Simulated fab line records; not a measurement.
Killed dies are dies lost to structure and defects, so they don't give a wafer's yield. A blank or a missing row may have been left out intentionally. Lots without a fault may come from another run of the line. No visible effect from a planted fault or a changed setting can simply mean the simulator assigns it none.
fab line records ; flow gf180mcu ; part 1 of 2: steps 1 to 25 of 35
[record] lots = 5; wafers = 15; lastDay = 33
route steps=602 shown VT_IMPLANT@90
lots with no fault: from the same line, run without faults
startH: start of the lot's first displayed wafer, in hours after the record's first day ; waitH: hours from the lot's prior step to this one ; " unchanged from the row above ; L1.1+2: several wafers, shown together as one row ; - value missing, or start not given ; * or withheld: withheld ; < > ~ a bound
route shown NAME@n: NAME is a module with steps in the file, n the number in the route of the first one ; usual: mean and standard deviation over wafers with no fault ; same: alike in all rows ; chamber/n: place in a boat ; sites: each site's reading ; _std_site: standard deviation across them ; _edge_site: outer sites' mean less inner sites' ; radiusMm: for every site, how far away it sits from the centre of the wafer ; mask NAME#n: copy n ; behind: the tool/chamber that last shaped the wafer ; hold: why the lot went on hold/how many hours it stayed there/how the hold came to an end ; device: which transistor (n, p or np) failed to switch ; end of line: the route-end tests of the same wafers ; where a step has no rows: the recipe by itself ; killed: the dies lost at the first sort to structure and to defects; this is not the yield of the wafer ; map: shows each die of a wafer: x if killed, . if not, _ if none is there
set.NAME: setting as actually run; set.NAME@STEP: the setting as run at that earlier step ; model.NAME: the simulator's own value behind a step, which no gauge read
certain route steps with their lots: each step a table, each wafer a row
services: a tool's chamber out of use, with start hour (startH, from the record's first day; less than 0 if before it), hours out, and reason
[[steps]]
[step GF_VT_IMPLANT_DEHYDRATE_00]
[recipe] tempC = 200; timeS = 60
[usual] exhaustPa = 45.1/1; plateTempC = 200.01/0.16
lot.wafer;tool;chamber;startH;waitH;exhaustPa;plateTempC
L074.2;lithoTrack-04;0;117.53;6.1;47.3;200.03
L074.4;lithoTrack-04;0;117.53;6.1;46.9;199.95
L074.5;lithoTrack-04;0;117.53;6.1;47.1;200.01
L081.4;lithoTrack-01;0;148.41;6.3;46.6;200.09
L081.5;lithoTrack-01;0;148.41;6.3;45.3;200.05
L081.6;lithoTrack-01;0;148.41;6.3;43.7;199.78
L082.1;lithoTrack-04;0;149.45;6.0;46.2;199.87
L082.2;lithoTrack-04;0;149.45;6.0;45.4;200.10
L082.5;lithoTrack-04;0;149.45;6.0;47.6;199.96
L089.1;lithoTrack-01;0;196.89;7.7;46.3;199.67
L089.2;lithoTrack-01;0;196.89;7.7;45.5;200.04
L089.3;lithoTrack-01;0;196.89;7.7;45.3;199.76
L093.3;lithoTrack-01;0;229.94;8.4;44.6;199.94
L093.5;lithoTrack-01;0;229.94;8.4;44.8;200.03
L093.6;lithoTrack-01;0;229.94;8.4;45.9;199.71
[step GF_VT_IMPLANT_HMDS_01]
[recipe] primeTimeS = 60; primeTempC = 120
[usual] exhaustPa = 45.2/0.89; primeTempC = 119.98/0.16
lot.wafer;tool;chamber;startH;waitH;exhaustPa;primeTempC
L074.2;lithoTrack-04;0;117.68;0.1;45.3;120.07
L074.4;lithoTrack-04;0;117.68;0.1;44.4;120.08
L074.5;lithoTrack-04;0;117.68;0.1;45.0;120.04
L081.4;lithoTrack-01;0;148.56;0.1;45.5;119.89
L081.5;lithoTrack-01;0;148.56;0.1;47.0;119.99
L081.6;lithoTrack-01;0;148.56;0.1;45.7;120.09
L082.1;lithoTrack-04;0;149.60;0.1;45.7;119.93
L082.2;lithoTrack-04;0;149.60;0.1;45.6;120.06
L082.5;lithoTrack-04;0;149.60;0.1;45.9;120.10
L089.1;lithoTrack-01;0;197.04;0.1;43.9;119.92
L089.2;lithoTrack-01;0;197.04;0.1;44.1;119.83
L089.3;lithoTrack-01;0;197.04;0.1;44.6;119.86
L093.3;lithoTrack-01;0;230.09;0.1;43.9;119.88
L093.5;lithoTrack-01;0;230.09;0.1;43.8;119.79
L093.6;lithoTrack-01;0;230.09;0.1;45.1;119.92
[step GF_VT_IMPLANT_COAT_02]
[recipe] resist = NOVOLAK; spinRpm = 3000; resistThkNm = 1000
[usual] exhaustPa = 45.1/0.76
lot.wafer;tool;chamber;startH;waitH;exhaustPa
L074.2;lithoTrack-04;0;117.83;0.1;45.4
L074.4;lithoTrack-04;0;117.83;0.1;44.5
L074.5;lithoTrack-04;0;117.83;0.1;44.8
L081.4;lithoTrack-01;0;148.71;0.1;45.3
L081.5;lithoTrack-01;0;148.71;0.1;45.1
L081.6;lithoTrack-01;0;148.71;0.1;43.6
L082.1;lithoTrack-04;0;149.75;0.1;46.1
L082.2;lithoTrack-04;0;149.75;0.1;46.6
L082.5;lithoTrack-04;0;149.75;0.1;43.1
L089.1;lithoTrack-01;0;197.19;0.1;44.8
L089.2;lithoTrack-01;0;197.19;0.1;45.4
L089.3;lithoTrack-01;0;197.19;0.1;43.7
L093.3;lithoTrack-01;0;230.24;0.1;46.0
L093.5;lithoTrack-01;0;230.24;0.1;45.3
L093.6;lithoTrack-01;0;230.24;0.1;44.9
[step GF_VT_IMPLANT_SOFTBAKE_03]
[recipe] tempC = 90; timeS = 60; resist = NOVOLAK
[usual] exhaustPa = 44.8/0.82; plateTempC = 90.02/0.13
lot.wafer;tool;chamber;startH;waitH;exhaustPa;plateTempC
L074.2;lithoTrack-04;0;117.98;0.1;45.8;90.03
L074.4;lithoTrack-04;0;117.98;0.1;45.1;89.98
L074.5;lithoTrack-04;0;117.98;0.1;44.8;90.07
L081.4;lithoTrack-01;0;148.86;0.1;46.1;90.11
L081.5;lithoTrack-01;0;148.86;0.1;46.6;90.04
L081.6;lithoTrack-01;0;148.86;0.1;45.6;89.95
L082.1;lithoTrack-04;0;149.90;0.1;44.6;90.13
L082.2;lithoTrack-04;0;149.90;0.1;44.5;89.80
L082.5;lithoTrack-04;0;149.90;0.1;44.5;89.92
L089.1;lithoTrack-01;0;197.34;0.1;43.9;90.23
L089.2;lithoTrack-01;0;197.34;0.1;44.5;90.23
L089.3;lithoTrack-01;0;197.34;0.1;44.2;90.22
L093.3;lithoTrack-01;0;230.39;0.1;45.2;90.08
L093.5;lithoTrack-01;0;230.39;0.1;44.9;90.01
L093.6;lithoTrack-01;0;230.39;0.1;43.7;89.94
[step GF_VT_IMPLANT_EXPOSE_04]
[recipe] maskId = LVPWELL_LV_AREA; targetCdNm = 600; na = 0.6; sourceShape = conventional; sigmaOuter = 0.6; doseMj = 140
lot.wafer;tool;chamber;startH;waitH;mask
L074.2+4+5;ilineStepper-02;0;-;-;LVPWELL_LV_AREA#0
L081.4+5+6;ilineStepper-02;0;-;-;LVPWELL_LV_AREA#0
L082.1+2+5;ilineStepper-02;0;-;-;LVPWELL_LV_AREA#0
L089.1+2+3;ilineStepper-01;0;-;-;LVPWELL_LV_AREA#0
L093.3+5+6;ilineStepper-01;0;-;-;LVPWELL_LV_AREA#0
[step GF_VT_IMPLANT_PEB_05]
[recipe] tempC = withheld; timeS = *; resist = NOVOLAK
[usual] exhaustPa = 44.9/0.9
lot.wafer;tool;chamber;startH;waitH;exhaustPa
L074.2;lithoTrack-01;0;-;-;45.7
L074.4;lithoTrack-01;0;-;-;44.0
L074.5;lithoTrack-01;0;-;-;45.2
L081.4;lithoTrack-03;0;-;-;45.1
L081.5;lithoTrack-03;0;-;-;46.4
L081.6;lithoTrack-03;0;-;-;45.7
L082.1;lithoTrack-04;0;-;-;43.9
L082.2;lithoTrack-04;0;-;-;44.9
L082.5;lithoTrack-04;0;-;-;45.1
L089.1;lithoTrack-01;0;-;-;45.1
L089.2;lithoTrack-01;0;-;-;46.7
L089.3;lithoTrack-01;0;-;-;44.5
L093.3;lithoTrack-04;0;-;-;44.2
L093.5;lithoTrack-04;0;-;-;44.6
L093.6;lithoTrack-04;0;-;-;44.6
[step GF_VT_IMPLANT_DEVELOP_06]
[recipe] developTimeS = 60; devTempC = 23
[usual] exhaustPa = 44.9/0.9
lot.wafer;tool;chamber;startH;waitH;exhaustPa
L074.2;lithoTrack-01;0;124.91;0.1;45.0
L074.4;lithoTrack-01;0;124.91;0.1;43.8
L074.5;lithoTrack-01;0;124.91;0.1;45.0
L081.4;lithoTrack-03;0;156.26;0.1;44.7
L081.5;lithoTrack-03;0;156.26;0.1;45.3
L081.6;lithoTrack-03;0;156.26;0.1;44.6
L082.1;lithoTrack-04;0;157.45;0.1;43.3
L082.2;lithoTrack-04;0;157.45;0.1;44.7
L082.5;lithoTrack-04;0;157.45;0.1;43.3
L089.1;lithoTrack-01;0;205.94;0.1;44.8
L089.2;lithoTrack-01;0;205.94;0.1;45.9
L089.3;lithoTrack-01;0;205.94;0.1;44.7
L093.3;lithoTrack-04;0;239.20;0.1;44.0
L093.5;lithoTrack-04;0;239.20;0.1;45.5
L093.6;lithoTrack-04;0;239.20;0.1;45.4
[step GF_VT_IMPLANT_OVL_MEAS_07]
[usual] VT_IMPLANT_OVL = 0.6/1.5
lot.wafer;tool;chamber;startH;waitH;VT_IMPLANT_OVL[nm]
L074.2;overlay-01;-;125.05;0.1;1.0
L074.4;overlay-01;-;125.05;0.1;1.8
L074.5;overlay-01;-;125.05;0.1;1.7
L081.4;overlay-02;-;156.35;0.1;0.1
L081.5;overlay-02;-;156.35;0.1;0.8
L081.6;overlay-02;-;156.35;0.1;-0.2
L082.1;overlay-01;-;157.60;0.1;-0.7
L082.2;overlay-01;-;157.60;0.1;-1.1
L082.5;overlay-01;-;157.60;0.1;2.2
L089.1;overlay-02;-;206.09;0.1;0.0
L089.2;overlay-02;-;206.09;0.1;-0.7
L089.3;overlay-02;-;206.09;0.1;-1.9
L093.3;overlay-02;-;239.31;0.1;-2.4
L093.5;overlay-02;-;239.31;0.1;-0.5
L093.6;overlay-02;-;239.31;0.1;-1.3
[step GF_VT_IMPLANT_IMPLANT_08]
[recipe] species = BF2; energyKev = 20; doseCm2 = 8.29e+12; tiltDeg = 7
lot.wafer;tool;chamber;startH;waitH
L074.2+4+5;implanter-01;0;125.10;0.0
L081.4+5+6;implanter-04;0;156.45;0.1
L082.1+2+5;implanter-04;0;157.64;0.0
L089.1+2+3;implanter-04;0;206.12;0.0
L093.3+5+6;implanter-04;0;239.39;0.1
[step GF_VT_IMPLANT_STRIP_09]
[recipe] chemistry = O2/N2; powerW = 1400; pressureMtorr = 1500; platenTempC = 250; o2FlowSccm = 3000; n2FlowSccm = 300; overashFraction = 0.5
[usual] drypumpMotorCurrentA = 5.68/0.22; heaterPowerW = 322/39; oesProductAu = 0.716/0.0045; stripTimeToEndpointS = 12.63/0.034
[same] overashFraction = 0.5
lot.wafer;tool;chamber;startH;waitH;drypumpMotorCurrentA;heaterPowerW;oesProductAu;rfHoursCounterH;stripTimeToEndpointS
L074.2;plasmaAsher-04;0;125.23;0.1;5.68;311;0.712;1;12.57
L074.4;plasmaAsher-04;1;125.23;0.1;5.75;410;0.720;-;12.60
L074.5;plasmaAsher-04;0;125.23;0.1;5.66;307;0.713;-;12.59
L081.4;plasmaAsher-04;1;156.55;0.1;5.74;404;0.709;-;12.69
L081.5;plasmaAsher-04;0;156.55;0.1;5.64;305;0.719;-;12.65
L081.6;plasmaAsher-04;1;156.55;0.1;5.73;395;0.718;-;12.65
L082.1;plasmaAsher-02;1;157.79;0.1;5.76;325;0.715;52;12.68
L082.2;plasmaAsher-02;0;157.79;0.1;5.22;308;0.717;52;12.67
L082.5;plasmaAsher-02;1;157.79;0.1;5.74;328;0.716;-;12.65
L089.1;plasmaAsher-01;0;206.27;0.1;6.01;284;0.712;57;12.64
L089.2;plasmaAsher-01;1;206.27;0.1;5.53;293;0.714;57;12.63
L089.3;plasmaAsher-01;0;206.27;0.1;5.98;293;0.721;-;12.69
L093.3;plasmaAsher-01;0;239.52;0.1;5.97;287;0.703;-;12.60
L093.5;plasmaAsher-01;0;239.52;0.1;6.01;293;0.713;-;12.60
L093.6;plasmaAsher-01;1;239.52;0.1;5.52;300;0.726;-;12.61
[step GF_VT_IMPLANT_TW_MEAS_10]
[usual] VT_IMPLANT_TW = 554/5.7
lot.wafer;tool;chamber;startH;waitH;VT_IMPLANT_TW
L074.2;filmMetro-01;-;125.34;0.1;556
L074.4;filmMetro-01;-;125.34;0.1;559
L074.5;filmMetro-01;-;125.34;0.1;559
L081.4;filmMetro-01;-;156.65;0.1;559
L081.5;filmMetro-01;-;156.65;0.1;559
L081.6;filmMetro-01;-;156.65;0.1;559
L082.1;filmMetro-04;-;157.89;0.1;559
L082.2;filmMetro-04;-;157.89;0.1;558
L082.5;filmMetro-04;-;157.89;0.1;555
L089.1;filmMetro-02;-;206.37;0.1;547
L089.2;filmMetro-02;-;206.37;0.1;544
L089.3;filmMetro-02;-;206.37;0.1;549
L093.3;filmMetro-04;-;239.61;0.1;559
L093.5;filmMetro-04;-;239.61;0.1;562
L093.6;filmMetro-04;-;239.61;0.1;560
[step GF_VT_IMPLANT_DEHYDRATE_11]
[recipe] tempC = 200; timeS = 60
[usual] exhaustPa = 45.1/0.76; plateTempC = 199.98/0.17
lot.wafer;tool;chamber;startH;waitH;exhaustPa;plateTempC
L074.2;lithoTrack-03;0;131.56;6.2;43.8;199.83
L074.4;lithoTrack-03;0;131.56;6.2;44.8;199.95
L074.5;lithoTrack-03;0;131.56;6.2;44.5;199.91
L081.4;lithoTrack-04;0;162.93;6.3;44.5;199.77
L081.5;lithoTrack-04;0;162.93;6.3;44.4;199.97
L081.6;lithoTrack-04;0;162.93;6.3;44.1;199.86
L082.1;lithoTrack-03;0;164.73;6.8;45.4;200.01
L082.2;lithoTrack-03;0;164.73;6.8;45.9;199.98
L082.5;lithoTrack-03;0;164.73;6.8;46.5;200.04
L089.1;lithoTrack-03;0;214.33;7.9;43.9;199.99
L089.2;lithoTrack-03;0;214.33;7.9;43.5;199.65
L089.3;lithoTrack-03;0;214.33;7.9;45.6;200.07
L093.3;lithoTrack-04;0;248.30;8.7;46.0;199.83
L093.5;lithoTrack-04;0;248.30;8.7;46.1;199.82
L093.6;lithoTrack-04;0;248.30;8.7;46.3;199.79
[step GF_VT_IMPLANT_HMDS_12]
[recipe] primeTimeS = 60; primeTempC = 120
[usual] exhaustPa = 45.0/0.97; primeTempC = 119.99/0.14
lot.wafer;tool;chamber;startH;waitH;exhaustPa;primeTempC
L074.2;lithoTrack-03;0;131.71;0.1;44.8;120.04
L074.4;lithoTrack-03;0;131.71;0.1;45.6;120.01
L074.5;lithoTrack-03;0;131.71;0.1;45.9;120.13
L081.4;lithoTrack-04;0;163.08;0.1;47.0;120.16
L081.5;lithoTrack-04;0;163.08;0.1;46.1;120.16
L081.6;lithoTrack-04;0;163.08;0.1;45.6;120.29
L082.1;lithoTrack-03;0;164.88;0.1;43.8;120.06
L082.2;lithoTrack-03;0;164.88;0.1;44.8;120.24
L082.5;lithoTrack-03;0;164.88;0.1;45.3;120.15
L089.1;lithoTrack-03;0;214.48;0.1;43.9;119.93
L089.2;lithoTrack-03;0;214.48;0.1;44.0;120.07
L089.3;lithoTrack-03;0;214.48;0.1;43.9;119.95
L093.3;lithoTrack-04;0;248.45;0.1;44.9;119.98
L093.5;lithoTrack-04;0;248.45;0.1;44.4;119.98
L093.6;lithoTrack-04;0;248.45;0.1;45.4;120.03
[step GF_VT_IMPLANT_COAT_13]
[recipe] resist = NOVOLAK; spinRpm = 3000; resistThkNm = 1000
[usual] exhaustPa = 44.9/0.83
lot.wafer;tool;chamber;startH;waitH;exhaustPa
L074.2;lithoTrack-03;0;131.86;0.1;46.2
L074.4;lithoTrack-03;0;131.86;0.1;45.7
L074.5;lithoTrack-03;0;131.86;0.1;44.0
L081.4;lithoTrack-04;0;163.23;0.1;44.5
L081.5;lithoTrack-04;0;163.23;0.1;45.5
L081.6;lithoTrack-04;0;163.23;0.1;47.0
L082.1;lithoTrack-03;0;165.03;0.1;43.6
L082.2;lithoTrack-03;0;165.03;0.1;44.8
L082.5;lithoTrack-03;0;165.03;0.1;45.2
L089.1;lithoTrack-03;0;214.63;0.1;43.4
L089.2;lithoTrack-03;0;214.63;0.1;45.7
L089.3;lithoTrack-03;0;214.63;0.1;45.0
L093.3;lithoTrack-04;0;248.60;0.1;45.0
L093.5;lithoTrack-04;0;248.60;0.1;42.8
L093.6;lithoTrack-04;0;248.60;0.1;43.6
[step GF_VT_IMPLANT_SOFTBAKE_14]
[recipe] tempC = 90; timeS = 60; resist = NOVOLAK
[usual] exhaustPa = 45.1/0.9; plateTempC = 90.00/0.12
lot.wafer;tool;chamber;startH;waitH;exhaustPa;plateTempC
L074.2;lithoTrack-03;0;132.01;0.1;45.3;89.95
L074.4;lithoTrack-03;0;132.01;0.1;44.2;90.00
L074.5;lithoTrack-03;0;132.01;0.1;46.0;89.89
L081.4;lithoTrack-04;0;163.38;0.1;43.6;90.01
L081.5;lithoTrack-04;0;163.38;0.1;44.2;90.09
L081.6;lithoTrack-04;0;163.38;0.1;45.3;89.96
L082.1;lithoTrack-03;0;165.18;0.1;44.0;90.15
L082.2;lithoTrack-03;0;165.18;0.1;45.3;90.12
L082.5;lithoTrack-03;0;165.18;0.1;45.0;90.13
L089.1;lithoTrack-03;0;214.78;0.1;43.5;90.00
L089.2;lithoTrack-03;0;214.78;0.1;44.9;90.23
L089.3;lithoTrack-03;0;214.78;0.1;44.8;89.99
L093.3;lithoTrack-04;0;248.75;0.1;45.4;89.94
L093.5;lithoTrack-04;0;248.75;0.1;45.7;90.09
L093.6;lithoTrack-04;0;248.75;0.1;47.0;90.24
[step GF_VT_IMPLANT_EXPOSE_15]
[recipe] maskId = Nwell_LV_AREA; targetCdNm = 860; na = 0.6; sourceShape = conventional; sigmaOuter = 0.6; doseMj = 140
lot.wafer;tool;chamber;startH;waitH;mask
L074.2+4+5;ilineStepper-01;0;-;-;Nwell_LV_AREA#0
L081.4+5+6;ilineStepper-02;0;-;-;Nwell_LV_AREA#0
L082.1+2+5;ilineStepper-02;0;-;-;Nwell_LV_AREA#0
L089.1+2+3;ilineStepper-02;0;-;-;Nwell_LV_AREA#0
L093.3+5+6;ilineStepper-01;0;-;-;Nwell_LV_AREA#0
[step GF_VT_IMPLANT_PEB_16]
[recipe] tempC = withheld; timeS = *; resist = NOVOLAK
[usual] exhaustPa = 45.0/0.85
lot.wafer;tool;chamber;startH;waitH;exhaustPa
L074.2;lithoTrack-03;0;-;-;44.2
L074.4;lithoTrack-03;0;-;-;46.0
L074.5;lithoTrack-03;0;-;-;45.5
L081.4;lithoTrack-01;0;-;-;45.5
L081.5;lithoTrack-01;0;-;-;45.4
L081.6;lithoTrack-01;0;-;-;45.2
L082.1;lithoTrack-03;0;-;-;43.1
L082.2;lithoTrack-03;0;-;-;45.0
L082.5;lithoTrack-03;0;-;-;45.7
L089.1;lithoTrack-03;0;-;-;47.2
L089.2;lithoTrack-03;0;-;-;44.5
L089.3;lithoTrack-03;0;-;-;45.5
L093.3;lithoTrack-01;0;-;-;44.5
L093.5;lithoTrack-01;0;-;-;44.7
L093.6;lithoTrack-01;0;-;-;44.0
[step GF_VT_IMPLANT_DEVELOP_17]
[recipe] developTimeS = 60; devTempC = 23
[usual] exhaustPa = 45.2/0.94
lot.wafer;tool;chamber;startH;waitH;exhaustPa
L074.2;lithoTrack-03;0;138.26;0.1;46.0
L074.4;lithoTrack-03;0;138.26;0.1;46.3
L074.5;lithoTrack-03;0;138.26;0.1;44.9
L081.4;lithoTrack-01;0;171.31;0.1;45.7
L081.5;lithoTrack-01;0;171.31;0.1;44.4
L081.6;lithoTrack-01;0;171.31;0.1;45.2
L082.1;lithoTrack-03;0;172.78;0.1;45.2
L082.2;lithoTrack-03;0;172.78;0.1;44.3
L082.5;lithoTrack-03;0;172.78;0.1;44.2
L089.1;lithoTrack-03;0;223.83;0.1;44.4
L089.2;lithoTrack-03;0;223.83;0.1;45.0
L089.3;lithoTrack-03;0;223.83;0.1;45.0
L093.3;lithoTrack-01;0;257.94;0.1;45.4
L093.5;lithoTrack-01;0;257.94;0.1;45.5
L093.6;lithoTrack-01;0;257.94;0.1;45.6
[step GF_VT_IMPLANT_OVL_MEAS_18]
[usual] VT_IMPLANT_01_OVL = -0.6/1.5
lot.wafer;tool;chamber;startH;waitH;VT_IMPLANT_01_OVL[nm]
L074.2;overlay-02;-;138.39;0.1;0.5
L074.4;overlay-02;-;138.39;0.1;-1.2
L074.5;overlay-02;-;138.39;0.1;-0.7
L081.4;overlay-02;-;171.41;0.1;1.8
L081.5;overlay-02;-;171.41;0.1;-0.1
L081.6;overlay-02;-;171.41;0.1;-0.1
L082.1;overlay-01;-;172.93;0.1;1.2
L082.2;overlay-01;-;172.93;0.1;2.1
L082.5;overlay-01;-;172.93;0.1;-0.7
L089.1;overlay-01;-;223.98;0.1;-2.4
L089.2;overlay-01;-;223.98;0.1;-0.9
L089.3;overlay-01;-;223.98;0.1;-2.6
L093.3;overlay-01;-;258.05;0.1;-2.0
L093.5;overlay-01;-;258.05;0.1;-2.2
L093.6;overlay-01;-;258.05;0.1;-1.7
[step GF_VT_IMPLANT_IMPLANT_19]
[recipe] species = As; energyKev = 100; doseCm2 = 4.35e+12; tiltDeg = 7
lot.wafer;tool;chamber;startH;waitH
L074.2+4+5;implanter-01;0;138.45;0.0
L081.4+5+6;implanter-04;0;171.50;0.1
L082.1+2+5;implanter-04;0;172.97;0.0
L089.1+2+3;implanter-04;0;224.02;0.0
L093.3+5+6;implanter-01;0;258.12;0.1
[step GF_VT_IMPLANT_STRIP_20]
[recipe] chemistry = O2/N2; powerW = 1400; pressureMtorr = 1500; platenTempC = 250; o2FlowSccm = 3000; n2FlowSccm = 300; overashFraction = 0.5
[usual] drypumpMotorCurrentA = 5.63/0.24; heaterPowerW = 324/35; oesProductAu = 0.715/0.004; stripTimeToEndpointS = 12.62/0.035
[same] overashFraction = 0.5
lot.wafer;tool;chamber;startH;waitH;drypumpMotorCurrentA;heaterPowerW;oesProductAu;rfHoursCounterH;stripTimeToEndpointS
L074.2;plasmaAsher-01;1;138.57;0.1;5.54;300;0.710;50;12.66
L074.4;plasmaAsher-01;0;138.57;0.1;6.02;296;0.717;-;12.64
L074.5;plasmaAsher-01;1;138.57;0.1;5.50;305;0.708;-;12.68
L081.4;plasmaAsher-01;0;171.61;0.1;5.99;296;0.722;-;12.59
L081.5;plasmaAsher-01;0;171.61;0.1;5.99;294;0.718;-;12.59
L081.6;plasmaAsher-01;1;171.61;0.1;5.54;300;0.725;-;12.57
L082.1;plasmaAsher-01;1;173.12;0.1;5.50;305;0.711;54;12.62
L082.2;plasmaAsher-01;0;173.12;0.1;6.01;299;0.719;54;12.58
L082.5;plasmaAsher-01;1;173.12;0.1;5.54;305;0.719;-;12.64
L089.1;plasmaAsher-02;1;224.17;0.1;5.75;333;0.719;60;12.64
L089.2;plasmaAsher-02;0;224.17;0.1;5.25;309;0.716;60;12.59
L089.3;plasmaAsher-02;1;224.17;0.1;5.75;322;0.717;-;12.62
L093.3;plasmaAsher-01;0;258.26;0.1;6.00;284;0.708;-;12.60
L093.5;plasmaAsher-01;0;258.26;0.1;6.00;293;0.713;-;12.64
L093.6;plasmaAsher-01;1;258.26;0.1;5.54;312;0.721;-;12.64
[step GF_VT_IMPLANT_TW_MEAS_21]
[usual] VT_IMPLANT_2_TW = 1194/10
lot.wafer;tool;chamber;startH;waitH;VT_IMPLANT_2_TW
L074.2;filmMetro-02;-;138.68;0.1;1172
L074.4;filmMetro-02;-;138.68;0.1;1174
L074.5;filmMetro-02;-;138.68;0.1;1175
L081.4;filmMetro-02;-;171.71;0.1;1184
L081.5;filmMetro-02;-;171.71;0.1;1180
L081.6;filmMetro-02;-;171.71;0.1;1187
L082.1;filmMetro-02;-;173.22;0.1;1189
L082.2;filmMetro-02;-;173.22;0.1;1189
L082.5;filmMetro-02;-;173.22;0.1;1185
L089.1;filmMetro-02;-;224.27;0.1;1181
L089.2;filmMetro-02;-;224.27;0.1;1182
L089.3;filmMetro-02;-;224.27;0.1;1183
L093.3;filmMetro-01;-;258.34;0.1;1187
L093.5;filmMetro-01;-;258.34;0.1;1196
L093.6;filmMetro-01;-;258.34;0.1;1193
[step GF_VT_IMPLANT_DEHYDRATE_22]
[recipe] tempC = 200; timeS = 60
[usual] exhaustPa = 45.0/0.93; plateTempC = 199.96/0.15
lot.wafer;tool;chamber;startH;waitH;exhaustPa;plateTempC
L074.2;lithoTrack-03;0;145.46;6.8;46.6;200.14
L074.4;lithoTrack-03;0;145.46;6.8;46.0;199.87
L074.5;lithoTrack-03;0;145.46;6.8;45.3;199.93
L081.4;lithoTrack-04;0;178.93;7.2;46.5;199.92
L081.5;lithoTrack-04;0;178.93;7.2;45.2;200.09
L081.6;lithoTrack-04;0;178.93;7.2;45.8;199.90
L082.1;lithoTrack-04;0;180.55;7.3;43.6;200.00
L082.2;lithoTrack-04;0;180.55;7.3;43.6;199.96
L082.5;lithoTrack-04;0;180.55;7.3;43.8;200.06
L089.1;lithoTrack-04;0;232.10;7.8;44.7;200.21
L089.2;lithoTrack-04;0;232.10;7.8;45.0;200.15
L089.3;lithoTrack-04;0;232.10;7.8;45.2;200.01
L093.3;lithoTrack-01;0;267.29;8.9;46.5;199.92
L093.5;lithoTrack-01;0;267.29;8.9;46.0;199.75
L093.6;lithoTrack-01;0;267.29;8.9;46.8;199.75
[step GF_VT_IMPLANT_HMDS_23]
[recipe] primeTimeS = 60; primeTempC = 120
[usual] exhaustPa = 45.1/0.97; primeTempC = 120.01/0.15
lot.wafer;tool;chamber;startH;waitH;exhaustPa;primeTempC
L074.2;lithoTrack-03;0;145.61;0.1;48.0;120.04
L074.4;lithoTrack-03;0;145.61;0.1;46.4;120.03
L074.5;lithoTrack-03;0;145.61;0.1;46.9;120.07
L081.4;lithoTrack-04;0;179.08;0.1;46.1;119.65
L081.5;lithoTrack-04;0;179.08;0.1;45.2;119.78
L081.6;lithoTrack-04;0;179.08;0.1;44.1;119.87
L082.1;lithoTrack-04;0;180.70;0.1;45.6;119.89
L082.2;lithoTrack-04;0;180.70;0.1;45.8;120.01
L082.5;lithoTrack-04;0;180.70;0.1;45.4;119.94
L089.1;lithoTrack-04;0;232.25;0.1;46.6;119.94
L089.2;lithoTrack-04;0;232.25;0.1;45.1;120.00
L089.3;lithoTrack-04;0;232.25;0.1;44.7;120.13
L093.3;lithoTrack-01;0;267.44;0.1;44.7;120.06
L093.5;lithoTrack-01;0;267.44;0.1;45.8;120.00
L093.6;lithoTrack-01;0;267.44;0.1;44.5;120.16
[step GF_VT_IMPLANT_COAT_24]
[recipe] resist = NOVOLAK; spinRpm = 3000; resistThkNm = 1000
[usual] exhaustPa = 45.3/0.88
lot.wafer;tool;chamber;startH;waitH;exhaustPa
L074.2;lithoTrack-03;0;145.76;0.1;44.9
L074.4;lithoTrack-03;0;145.76;0.1;44.2
L074.5;lithoTrack-03;0;145.76;0.1;45.7
L081.4;lithoTrack-04;0;179.23;0.1;45.5
L081.5;lithoTrack-04;0;179.23;0.1;43.6
L081.6;lithoTrack-04;0;179.23;0.1;44.7
L082.1;lithoTrack-04;0;180.85;0.1;45.7
L082.2;lithoTrack-04;0;180.85;0.1;44.6
L082.5;lithoTrack-04;0;180.85;0.1;46.3
L089.1;lithoTrack-04;0;232.40;0.1;45.3
L089.2;lithoTrack-04;0;232.40;0.1;44.4
L089.3;lithoTrack-04;0;232.40;0.1;44.8
L093.3;lithoTrack-01;0;267.59;0.1;46.2
L093.5;lithoTrack-01;0;267.59;0.1;45.4
L093.6;lithoTrack-01;0;267.59;0.1;46.2
